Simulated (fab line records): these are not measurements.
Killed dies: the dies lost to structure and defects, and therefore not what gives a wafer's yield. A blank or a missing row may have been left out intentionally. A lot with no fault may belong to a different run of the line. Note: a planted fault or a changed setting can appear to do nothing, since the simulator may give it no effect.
fab line records + flow gf180mcu
[record]
- lots = 7
- wafers = 21
- last_day = 33
route steps=602 shown V5@549
lots untouched by any fault: they come from a run of this same line in which no faults occurred
start_h: start of the lot's first displayed wafer, in hours after the record's first day + wait_h: hours since the lot's step before + " the same as in the row above + L1.1+2: one row covering several wafers at once + - value missing, or start not given + * or withheld: withheld + < > ~ a bound
route shown NAME@n: a module of which the file shows steps, and the number in the route of the first + usual: average and standard deviation across the fault-free wafers + same: alike in all rows + chamber/n: place in a boat + sites: each site's reading + _std_site: standard deviation of those values + _edge_site: outer sites' mean less inner sites' + radius_mm: for every site, how far away it sits from the centre of the wafer + mask NAME#n: copy n + behind: the last tool/chamber to shape the wafer + hold: why the lot went on hold/how many hours it stayed there/how the hold came to an end + device: the transistor (n, p or np) that didn't switch + end of line: the same wafers' tests at the end of the route + a step given without rows: its recipe and nothing more + killed: dies lost to structure and defects at the first sort, not the wafer's yield + map: shows each die of a wafer: x if killed, . if not, _ if none is there
set.NAME: setting as actually run; set.NAME@STEP: the setting as run at that earlier step + model.NAME: the simulator's own value behind a step, which no gauge read
a table for each step, a row for each wafer; lots at some steps of the route
services: when a tool's chamber went out of use (start_h, in hours from the record's first day, below 0 if earlier), for how many hours, and the reason
[[steps]]
[step GF_V5_COAT_09]
[recipe]
- resist = KrF
- spin_rpm = withheld
- resist_thk_nm = 1000
[step GF_V5_SOFTBAKE_10]
[recipe]
- temp_c = 130
- time_s = 60
- resist = KrF
[step GF_V5_EXPOSE_11]
[recipe]
- mask_id = Via5
- target_cd_nm = 260
- na = 0.68
- source_shape = conventional
- sigma_outer = 0.6
- dose_mj = 38
[step GF_V5_PEB_12]
[recipe]
- peb_temp_c = 135
- peb_time_s = 90
- resist = KrF
[step GF_V5_DEVELOP_13]
[recipe]
- develop_time_s = 60
- resist = KrF
- dev_temp_c = 21
[step GF_V5_CD_MEAS_14]
[recipe]
- target_cd_nm = 260
[usual]
- cd_nm = 260.1/1.3
| lot.wafer | tool      | chamber | start_h | wait_h | cd_nm |
|-----------|-----------|---------|---------|--------|-------|
| L687.1    | cd_sem-01 | -       | 649.18  | 0.1    | 261.9 |
| L687.5    | "         | -       | "       | "      | 261.4 |
| L687.6    | "         | -       | "       | "      | 262.5 |
| L691.1    | cd_sem-02 | -       | 679.67  | 0.1    | 258.5 |
| L691.5    | "         | -       | "       | "      | 257.3 |
| L691.6    | "         | -       | "       | "      | 257.7 |
| L692.1    | cd_sem-02 | -       | 692.12  | 0.1    | 258.4 |
| L692.2    | "         | -       | "       | "      | 257.8 |
| L692.5    | "         | -       | "       | "      | 257.6 |
| L693.2    | cd_sem-02 | -       | 698.84  | 0.1    | 260.8 |
| L693.3    | "         | -       | "       | "      | 260.9 |
| L693.6    | "         | -       | "       | "      | 260.6 |
| L701.3    | cd_sem-01 | -       | 749.97  | 0.1    | 261.3 |
| L701.4    | "         | -       | "       | "      | 261.7 |
| L701.6    | "         | -       | "       | "      | 260.8 |
| L703.1    | cd_sem-01 | -       | 758.59  | 0.2    | 260.1 |
| L703.4    | "         | -       | "       | "      | 259.6 |
| L703.5    | "         | -       | "       | "      | 259.6 |
| L704.1    | cd_sem-02 | -       | 764.67  | 0.1    | 258.5 |
| L704.3    | "         | -       | "       | "      | 257.9 |
| L704.4    | "         | -       | "       | "      | 259.5 |
[step GF_V5_OVL_MEAS_15]
[usual]
- V5_OVL = 1/5.6
| lot.wafer | tool       | chamber | start_h | wait_h | V5_OVL[nm] |
|-----------|------------|---------|---------|--------|------------|
| L687.1    | overlay-02 | -       | 649.30  | 0.1    | -3         |
| L687.5    | "          | -       | "       | "      | -2         |
| L687.6    | "          | -       | "       | "      | -1         |
| L691.1    | overlay-02 | -       | 679.79  | 0.1    | 3          |
| L691.5    | "          | -       | "       | "      | -4         |
| L691.6    | "          | -       | "       | "      | 2          |
| L692.1    | overlay-01 | -       | 692.24  | 0.1    | 0          |
| L692.2    | "          | -       | "       | "      | -3         |
| L692.5    | "          | -       | "       | "      | -1         |
| L693.2    | overlay-01 | -       | 698.94  | 0.1    | 10         |
| L693.3    | "          | -       | "       | "      | 5          |
| L693.6    | "          | -       | "       | "      | 5          |
| L701.3    | overlay-02 | -       | 750.06  | 0.1    | -2         |
| L701.4    | "          | -       | "       | "      | 7          |
| L701.6    | "          | -       | "       | "      | 7          |
| L703.1    | overlay-01 | -       | 758.71  | 0.1    | -10        |
| L703.4    | "          | -       | "       | "      | -8         |
| L703.5    | "          | -       | "       | "      | -2         |
| L704.1    | overlay-01 | -       | 764.79  | 0.1    | -9         |
| L704.3    | "          | -       | "       | "      | -6         |
| L704.4    | "          | -       | "       | "      | 3          |
[step GF_V5_ETCH_16]
[recipe]
- chemistry = N2/H2
- target_depth_a = withheld
- overetch_a = withheld
- time_s = withheld
- target = BARC
- ion_energy_ev = 200
- source_w = 500
- bias_w = 100
- pressure_mtorr = 30
- n2_flow_sccm = 100
- h2_flow_sccm = 200
[usual]
- drypump_motor_current_A = 5.7/0.35
- oes_product_au = 0.854/0.005
- throttle_valve_pct = 13.225/0.0091
| lot.wafer | tool        | chamber | start_h | wait_h | drypump_motor_current_A | oes_product_au | throttle_valve_pct |
|-----------|-------------|---------|---------|--------|-------------------------|----------------|--------------------|
| L687.1    | rie_diel-01 | 1       | 649.34  | 0.0    | 5.5                     | 0.852          | 13.218             |
| L687.5    | "           | 2       | "       | "      | 5.9                     | 0.841          | 13.210             |
| L687.6    | "           | 3       | "       | "      | 5.5                     | 0.848          | 13.214             |
| L691.1    | rie_diel-03 | 0       | 679.83  | 0.0    | 5.9                     | 0.846          | 13.242             |
| L691.5    | "           | 0       | "       | "      | 5.8                     | 0.850          | 13.211             |
| L691.6    | "           | 1       | "       | "      | 5.4                     | 0.858          | 13.222             |
| L692.1    | rie_diel-01 | 0       | 692.28  | 0.0    | 5.8                     | 0.860          | 13.219             |
| L692.2    | "           | 2       | "       | "      | 5.9                     | 0.847          | 13.226             |
| L692.5    | "           | 0       | "       | "      | 5.9                     | 0.856          | 13.225             |
| L693.2    | rie_diel-04 | 2       | 698.97  | 0.0    | 6.0                     | 0.861          | 13.236             |
| L693.3    | "           | 0       | "       | "      | 6.4                     | 0.853          | 13.221             |
| L693.6    | "           | 2       | "       | "      | 5.9                     | 0.860          | 13.212             |
| L701.3    | rie_diel-03 | 3       | 750.09  | 0.0    | 5.5                     | 0.849          | 13.217             |
| L701.4    | "           | 1       | "       | "      | 5.5                     | 0.853          | 13.234             |
| L701.6    | "           | 3       | "       | "      | 5.5                     | 0.855          | 13.224             |
| L703.1    | rie_diel-04 | 0       | 758.75  | 0.0    | 6.4                     | 0.853          | 13.229             |
| L703.4    | "           | 2       | "       | "      | 5.9                     | 0.846          | 13.206             |
| L703.5    | "           | 0       | "       | "      | 6.4                     | 0.852          | 13.232             |
| L704.1    | rie_diel-04 | 2       | 764.83  | 0.0    | 6.0                     | 0.853          | 13.221             |
| L704.3    | "           | 1       | "       | "      | 6.0                     | 0.864          | 13.234             |
| L704.4    | "           | 0       | "       | "      | 6.4                     | 0.853          | 13.234             |
[step GF_V5_ETCH_17]
[recipe]
- chemistry = C4F8/O2/Ar
- mask_material = KrF
- target = SiO2
- stop_on = TiN
- source_w = 1500
- bias_w = 1200
- pressure_mtorr = 40
- c4f8_flow_sccm = withheld
- O2_flow_sccm = 6
- Ar_flow_sccm = 300
- time_s = withheld
- target_depth_a = 8550
[usual]
- oes_product_au = 0.860/0.004
| lot.wafer | tool        | chamber | start_h | wait_h | oes_product_au |
|-----------|-------------|---------|---------|--------|----------------|
| L687.1    | rie_diel-01 | 1       | -       | -      | 0.862          |
| L687.5    | "           | 2       | "       | "      | 0.862          |
| L687.6    | "           | 3       | "       | "      | 0.861          |
| L691.1    | rie_diel-03 | 0       | -       | -      | 0.858          |
| L691.5    | "           | 0       | "       | "      | 0.859          |
| L691.6    | "           | 1       | "       | "      | 0.854          |
| L692.1    | rie_diel-01 | 0       | -       | -      | 0.860          |
| L692.2    | "           | 2       | "       | "      | 0.860          |
| L692.5    | "           | 0       | "       | "      | 0.858          |
| L693.2    | rie_diel-04 | 2       | -       | -      | 0.863          |
| L693.3    | "           | 0       | "       | "      | 0.866          |
| L693.6    | "           | 2       | "       | "      | 0.864          |
| L701.3    | rie_diel-03 | 3       | -       | -      | 0.857          |
| L701.4    | "           | 1       | "       | "      | 0.864          |
| L701.6    | "           | 3       | "       | "      | 0.855          |
| L703.1    | rie_diel-04 | 0       | -       | -      | 0.863          |
| L703.4    | "           | 2       | "       | "      | 0.864          |
| L703.5    | "           | 0       | "       | "      | 0.863          |
| L704.1    | rie_diel-04 | 2       | -       | -      | 0.865          |
| L704.3    | "           | 1       | "       | "      | 0.864          |
| L704.4    | "           | 0       | "       | "      | 0.863          |
[step GF_V5_STRIP_18]
[recipe]
- chemistry = O2/N2
- power_w = 1400
- pressure_mtorr = 1500
- platen_temp_c = 250
- o2_flow_sccm = 3000
- n2_flow_sccm = 300
- overash_fraction = 0.5
[usual]
- drypump_motor_current_A = 6.0/0.34
- heater_power_w = 337/36
- oes_product_au = 0.569/0.0047
| lot.wafer | tool            | chamber | start_h | wait_h | drypump_motor_current_A | heater_power_w | oes_product_au | rf_hours_counter_h |
|-----------|-----------------|---------|---------|--------|-------------------------|----------------|----------------|--------------------|
| L687.1    | plasma_asher-03 | 0       | 649.49  | -      | 6.4                     | 345            | 0.578          | 55                 |
| L687.5    | "               | 1       | "       | "      | 5.6                     | 306            | 0.569          | -                  |
| L687.6    | "               | 0       | "       | "      | 6.4                     | 358            | 0.566          | -                  |
| L691.1    | plasma_asher-03 | 1       | 679.98  | -      | 5.6                     | 305            | 0.565          | 58                 |
| L691.5    | "               | 1       | "       | "      | 5.6                     | 308            | 0.569          | -                  |
| L691.6    | "               | 0       | "       | "      | 6.4                     | 354            | 0.571          | -                  |
| L692.1    | plasma_asher-03 | 0       | 692.43  | -      | 6.4                     | 350            | 0.565          | 59                 |
| L692.2    | "               | 1       | "       | "      | 5.6                     | 303            | 0.572          | 59                 |
| L692.5    | "               | 0       | "       | "      | 6.4                     | 358            | 0.567          | -                  |
| L693.2    | plasma_asher-01 | 0       | 699.13  | -      | 6.3                     | 305            | 0.562          | 29                 |
| L693.3    | "               | 1       | "       | "      | 6.1                     | 418            | 0.568          | -                  |
| L693.6    | "               | 1       | "       | "      | 6.0                     | 420            | 0.574          | -                  |
| L701.3    | plasma_asher-03 | 0       | 750.27  | -      | 6.4                     | 360            | 0.581          | -                  |
| L701.4    | "               | 1       | "       | "      | 5.6                     | 305            | 0.561          | -                  |
| L701.6    | "               | 1       | "       | "      | 5.6                     | 301            | 0.560          | -                  |
| L703.1    | plasma_asher-01 | 1       | 758.90  | -      | 6.1                     | 412            | 0.573          | 35                 |
| L703.4    | "               | 0       | "       | "      | 6.3                     | 306            | 0.572          | -                  |
| L703.5    | "               | 0       | "       | "      | 6.3                     | 301            | 0.571          | -                  |
| L704.1    | plasma_asher-03 | 1       | 764.98  | -      | 5.6                     | 302            | 0.561          | 67                 |
| L704.3    | "               | 1       | "       | "      | 5.6                     | 308            | 0.566          | -                  |
| L704.4    | "               | 0       | "       | "      | 6.4                     | 350            | 0.574          | -                  |
[step GF_V5_STRIP_19]
[recipe]
- chemistry = post_etch_residue_remover
- time_s = 1200
- temp_c = 72.5
[step GF_V5_CLEAN_20]
[recipe]
- chemistry = DIW
- dry = n2_spin
[step GF_V5_SPUTTER_21]
[recipe]
- material = Ti
- target_thk_nm = 15
- chamber_pressure_pa = 5
- power_w = 2500
- substrate_temp_c = 200
- time_s = 80.02
[usual]
- cathode_dc_power_W = 2500.0/0.48
- chamber_pressure_pa = 4.999/0.0097
- throttle_valve_pct = 30.1/0.52
| lot.wafer | tool           | chamber | start_h | wait_h | cathode_dc_power_W | chamber_pressure_pa | throttle_valve_pct |
|-----------|----------------|---------|---------|--------|--------------------|---------------------|--------------------|
| L687.1    | pvd_sputter-03 | -       | 650.02  | 0.0    | 2500.3             | 5.002               | 29.5               |
| L687.5    | "              | -       | "       | "      | 2499.4             | 5.005               | 29.2               |
| L687.6    | "              | -       | "       | "      | 2500.3             | 4.990               | 29.7               |
| L691.1    | pvd_sputter-03 | -       | 680.54  | 0.0    | -                  | -                   | -                  |
| L691.5    | "              | -       | "       | "      | -                  | -                   | -                  |
| L691.6    | "              | -       | "       | "      | -                  | -                   | -                  |
| L692.1    | pvd_sputter-03 | -       | 693.04  | 0.0    | -                  | -                   | -                  |
| L692.2    | "              | -       | "       | "      | -                  | -                   | -                  |
| L692.5    | "              | -       | "       | "      | -                  | -                   | -                  |
| L693.2    | pvd_sputter-04 | -       | 699.67  | 0.0    | -                  | -                   | -                  |
| L693.3    | "              | -       | "       | "      | -                  | -                   | -                  |
| L693.6    | "              | -       | "       | "      | -                  | -                   | -                  |
| L701.3    | pvd_sputter-04 | -       | 750.80  | 0.0    | 2500.1             | 4.993               | 30.4               |
| L701.4    | "              | -       | "       | "      | 2499.8             | 4.991               | 30.3               |
| L701.6    | "              | -       | "       | "      | 2498.9             | 5.008               | 29.7               |
| L703.1    | pvd_sputter-03 | -       | 759.48  | 0.0    | 2499.7             | 5.011               | 29.4               |
| L703.4    | "              | -       | "       | "      | 2501.0             | 4.991               | 30.1               |
| L703.5    | "              | -       | "       | "      | 2499.7             | 4.997               | 29.5               |
| L704.1    | pvd_sputter-04 | -       | 765.52  | 0.0    | 2499.6             | 4.994               | 29.8               |
| L704.3    | "              | -       | "       | "      | 2499.9             | 5.016               | 29.7               |
| L704.4    | "              | -       | "       | "      | 2499.8             | 5.007               | 30.0               |
[step GF_V5_SPUTTER_22]
[recipe]
- material = TiN
- target_thk_nm = 10
- chamber_pressure_pa = 5
- power_w = 4000
- time_s = 40
[usual]
- cathode_dc_power_W = 4000.0/0.73
- chamber_pressure_pa = 5.002/0.0088
- throttle_valve_pct = 30.1/0.51
| lot.wafer | tool           | chamber | start_h | wait_h | cathode_dc_power_W | chamber_pressure_pa | throttle_valve_pct |
|-----------|----------------|---------|---------|--------|--------------------|---------------------|--------------------|
| L687.1    | pvd_sputter-03 | -       | 650.09  | 0.0    | 4000.2             | 5.023               | 29.8               |
| L687.5    | "              | -       | "       | "      | 3999.1             | 4.998               | 29.4               |
| L687.6    | "              | -       | "       | "      | 4000.4             | 4.992               | 29.4               |
| L691.1    | pvd_sputter-03 | -       | 680.60  | 0.0    | 3999.7             | 5.013               | 29.8               |
| L691.5    | "              | -       | "       | "      | 4000.2             | 5.014               | 29.3               |
| L691.6    | "              | -       | "       | "      | 3998.9             | 5.006               | 29.8               |
| L692.1    | pvd_sputter-03 | -       | 693.11  | 0.0    | 4000.3             | 5.000               | 30.5               |
| L692.2    | "              | -       | "       | "      | 4001.0             | 5.008               | 29.3               |
| L692.5    | "              | -       | "       | "      | 3999.5             | 4.987               | 30.4               |
| L693.2    | pvd_sputter-04 | -       | 699.73  | 0.0    | 4001.4             | 4.996               | 30.4               |
| L693.3    | "              | -       | "       | "      | 3999.9             | 5.003               | 30.0               |
| L693.6    | "              | -       | "       | "      | 3999.8             | 4.995               | 29.9               |
| L701.3    | pvd_sputter-04 | -       | 750.87  | 0.0    | 3999.6             | 5.001               | 30.7               |
| L701.4    | "              | -       | "       | "      | 4000.4             | 5.007               | 30.0               |
| L701.6    | "              | -       | "       | "      | 3999.1             | 4.993               | 30.0               |
| L703.1    | pvd_sputter-03 | -       | 759.54  | 0.0    | 3999.4             | 5.002               | 29.6               |
| L703.4    | "              | -       | "       | "      | 3999.5             | 4.993               | 30.5               |
| L703.5    | "              | -       | "       | "      | 3999.6             | 5.022               | 29.5               |
| L704.1    | pvd_sputter-04 | -       | 765.58  | 0.0    | 3999.9             | 5.004               | 30.1               |
| L704.3    | "              | -       | "       | "      | 3999.7             | 4.993               | 29.4               |
| L704.4    | "              | -       | "       | "      | 3999.5             | 5.007               | 30.1               |
[[services]]
| tool            | chamber | start_h | hours | kind           |
|-----------------|---------|---------|-------|----------------|
| rie_diel-03     | 2       | 629.86  | 8.1   | repair         |
| pvd_sputter-03  | -       | 634.79  | 1.3   | repair         |
| rie_diel-04     | -       | 634.80  | 1.1   | repair         |
| rie_diel-03     | 3       | 661.72  | 4.1   | repair         |
| rie_diel-01     | 2       | 662.98  | -     | clean          |
| rie_diel-01     | 2       | 662.98  | 18.0  | scheduled_down |
| rie_diel-01     | 2       | 662.98  | 18.0  | vent_cycle     |
| rie_diel-04     | 3       | 689.19  | 4.8   | repair         |
| rie_diel-03     | 1       | 693.61  | -     | clean          |
| rie_diel-03     | 1       | 693.61  | 24.6  | scheduled_down |
| rie_diel-03     | 1       | 693.61  | 24.6  | vent_cycle     |
| rie_diel-04     | 1       | 696.48  | 23.8  | repair         |
| rie_diel-04     | 3       | 699.87  | 3.9   | repair         |
| rie_diel-01     | 1       | 704.10  | 7.6   | repair         |
| rie_diel-03     | 3       | 710.35  | 28.6  | repair         |
| plasma_asher-01 | -       | 731.38  | 3.0   | repair         |
| rie_diel-04     | 1       | 739.51  | 12.2  | repair         |
| rie_diel-01     | 2       | 752.35  | 2.7   | repair         |
| rie_diel-01     | -       | 757.54  | 0.7   | repair         |
| plasma_asher-01 | -       | 764.02  | 14.6  | pm             |
[[key]]
[first_sign]
- step = GF_V5_SPUTTER_21
- reading = tool_record
- direction = missing
effect none on later readings
met_at GF_V5_SPUTTER_21
struck_wafers L691.1,L691.5,L691.6,L692.1,L692.2,L692.5,L693.2,L693.3,L693.6
later_rows_left_out L691.1,L691.5,L691.6,L692.1,L692.2,L692.5,L693.2,L693.3,L693.6
sort_left_out L691.1,L691.5,L691.6,L692.1,L692.2,L692.5,L693.2,L693.3,L693.6
onset_between 650.02 680.54
[fault]
- kind = skipped_step_whole
- tool = pvd_sputter-03,pvd_sputter-04
- chamber = -
- onset_h = 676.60
- steps = GF_V5_SPUTTER_21
- scope = struck_lots_only
// sort_left_out: the simulated sort isn't trusted on such a fault, so these wafers' sort isn't shown, and their yield isn't known
// later_rows_left_out: the simulator's readings of these wafers behind a module that went badly wrong aren't trusted and aren't shown, but for the sort
